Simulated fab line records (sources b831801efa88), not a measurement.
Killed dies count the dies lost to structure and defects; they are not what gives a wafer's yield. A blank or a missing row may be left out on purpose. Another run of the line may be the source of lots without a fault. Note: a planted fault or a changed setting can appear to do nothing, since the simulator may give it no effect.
Which tool is to blame? :: flow sky130 :: 13 lots with 39 wafers sampled at 2 steps, on a route of 708 steps

## WHAT THE GAUGES SHOWED, per wafer
SKY_VIA4_THK_MEAS_01.
lot: L120
measured: day 42 08:44
on: film metro-01
VIA4_HDPCVD_THK (nm): 1775 1781 1751

lot: L121
measured: day 42 11:36
on: film metro-03
VIA4_HDPCVD_THK (nm): 1741 1726 1750

lot: L119
measured: day 42 13:02
on: film metro-01
VIA4_HDPCVD_THK (nm): 1784 1759 1764

lot: L124
measured: day 43 08:35
on: film metro-01
VIA4_HDPCVD_THK (nm): 1738 1721 1729

lot: L122
measured: day 43 09:58
on: film metro-03
VIA4_HDPCVD_THK (nm): 1758 1735 1755

lot: L123
measured: day 43 11:13
on: film metro-04
VIA4_HDPCVD_THK (nm): 1761 1730 1730

lot: L126
measured: day 44 12:32
on: film metro-03
VIA4_HDPCVD_THK (nm): 1763 1735 1748

lot: L125
measured: day 44 14:38
on: film metro-01
VIA4_HDPCVD_THK (nm): 1741 1727 1738

lot: L128
measured: day 45 00:08
on: film metro-03
VIA4_HDPCVD_THK (nm): 1762 1754 1742

lot: L132
measured: day 46 02:49
on: film metro-03
VIA4_HDPCVD_THK (nm): 1754 1778 2236 1755 1778 2236

lot: L134
measured: day 46 07:29
on: film metro-01
VIA4_HDPCVD_THK (nm): 1753 2249 1773 1753 2248 1772

lot: L137
measured: day 46 19:34
on: film metro-03
VIA4_HDPCVD_THK (nm): 1752 1741 1743

lot: L138
measured: day 47 00:16
on: film metro-04
VIA4_HDPCVD_THK (nm): 1734 1718 1718

## EACH LOT AND THE TOOL THAT RAN IT (in order: tool; ch and the chambers of the sampled wafers; start)
lot: L120
SKY_VIA4_HDPCVD_00: hdpcvd-01 ch 0,2, day 42 08:33

lot: L121
SKY_VIA4_HDPCVD_00: hdpcvd-01 ch 1,2, day 42 11:24

lot: L119
SKY_VIA4_HDPCVD_00: hdpcvd-01 ch 0,1, day 42 12:51

lot: L124
SKY_VIA4_HDPCVD_00: hdpcvd-02 ch 0,1,2, day 43 08:25

lot: L122
SKY_VIA4_HDPCVD_00: hdpcvd-01 ch 0,2, day 43 09:47

lot: L123
SKY_VIA4_HDPCVD_00: hdpcvd-02 ch 0,1, day 43 11:02

lot: L126
SKY_VIA4_HDPCVD_00: hdpcvd-01 ch 0,2, day 44 12:22

lot: L125
SKY_VIA4_HDPCVD_00: hdpcvd-02 ch 0,1, day 44 14:28

lot: L128
SKY_VIA4_HDPCVD_00: hdpcvd-01 ch 0,1,2, day 44 23:58

lot: L132
SKY_VIA4_HDPCVD_00: hdpcvd-02 ch 0,1,2, day 46 02:38

lot: L134
SKY_VIA4_HDPCVD_00: hdpcvd-02 ch 0,1,2, day 46 07:17

lot: L137
SKY_VIA4_HDPCVD_00: hdpcvd-01 ch 0,1, day 46 19:22

lot: L138
SKY_VIA4_HDPCVD_00: hdpcvd-01 ch 0,1, day 47 00:04
- SKY_VIA4_HDPCVD_00: deposits SiO2, target thk 1750 nm, time 291.7 s.

## WHAT THE TOOLS THEMSELVES READ (means of the sampled wafers that have a number; where no wafer has one, the mark that the record gives instead)
SKY_VIA4_HDPCVD_00.
lot: L120
tool: hdpcvd-01
run length s (s): 320.4

lot: L121
tool: hdpcvd-01
run length s (s): 320.4

lot: L119
tool: hdpcvd-01
run length s (s): 319.8

lot: L124
tool: hdpcvd-02
run length s (s): 319.7

lot: L122
tool: hdpcvd-01
run length s (s): 320.6

lot: L123
tool: hdpcvd-02
run length s (s): 319.2

lot: L126
tool: hdpcvd-01
run length s (s): 320.3

lot: L125
tool: hdpcvd-02
run length s (s): 319.3

lot: L128
tool: hdpcvd-01
run length s (s): 319.7

lot: L132
tool: hdpcvd-02
run length s (s): 347.0

lot: L134
tool: hdpcvd-02
run length s (s): 347.1

lot: L137
tool: hdpcvd-01
run length s (s): 319.9

lot: L138
tool: hdpcvd-01
run length s (s): 320.0

## THE ANSWER, worked out from the rows above alone
Rule: usual is defined by the lots themselves. The widest of any qualifying gaps counts: lots, ordered by their means at a reading, are off when they make up no more than a third of the lots, leave a main group of 4 or more, and stand apart from it by 3 or more times the standard deviation of that group's means. The tables above print the reading to a certain number of digits; a main group whose means all agree to those digits is not used. Also off: a lot with no number at a reading for which 4 or more lots have one. Where the step has rows for the other lots, those lots are counted as sound. The gauges are gone through in route order, then the tools' own readings, and for those a lot's mean is taken as printed above. The first step at which some lot is off is used, and at that step the reading that is off furthest; a lot without a number counts as furthest.
Off: L132, L134, at SKY_VIA4_THK_MEAS_01 (VIA4_HDPCVD_THK). Mean 1746 nm and standard deviation 14 in the main group.
If a tool, at a process step before that reading, ran all the lots that are off and no sound lot after the first of them, it fits. The gauges at SKY_VIA4_THK_MEAS_01 aren't tried: what is off there is off at SKY_VIA4_HDPCVD_00 too, on other tools, and a gauge's error can't cause that. One fits: hdpcvd-02 at SKY_VIA4_HDPCVD_00. Its last sound lot is L125 (day 44 14:28), its first lot that is off L132 (day 46 02:38): a fault that began between those two fits.
On the lots that are off, the tool's own readings at SKY_VIA4_HDPCVD_00 differ by more than 5 times the standard deviation of the sound lots' means, which bears it out; run length s reads 347.1 s there versus 319.9 s on the sound lots.

## WHAT THE SIMULATOR HAD INSERTED
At SKY_VIA4_HDPCVD_00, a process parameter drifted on hdpcvd-02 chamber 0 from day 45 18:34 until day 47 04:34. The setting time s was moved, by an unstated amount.
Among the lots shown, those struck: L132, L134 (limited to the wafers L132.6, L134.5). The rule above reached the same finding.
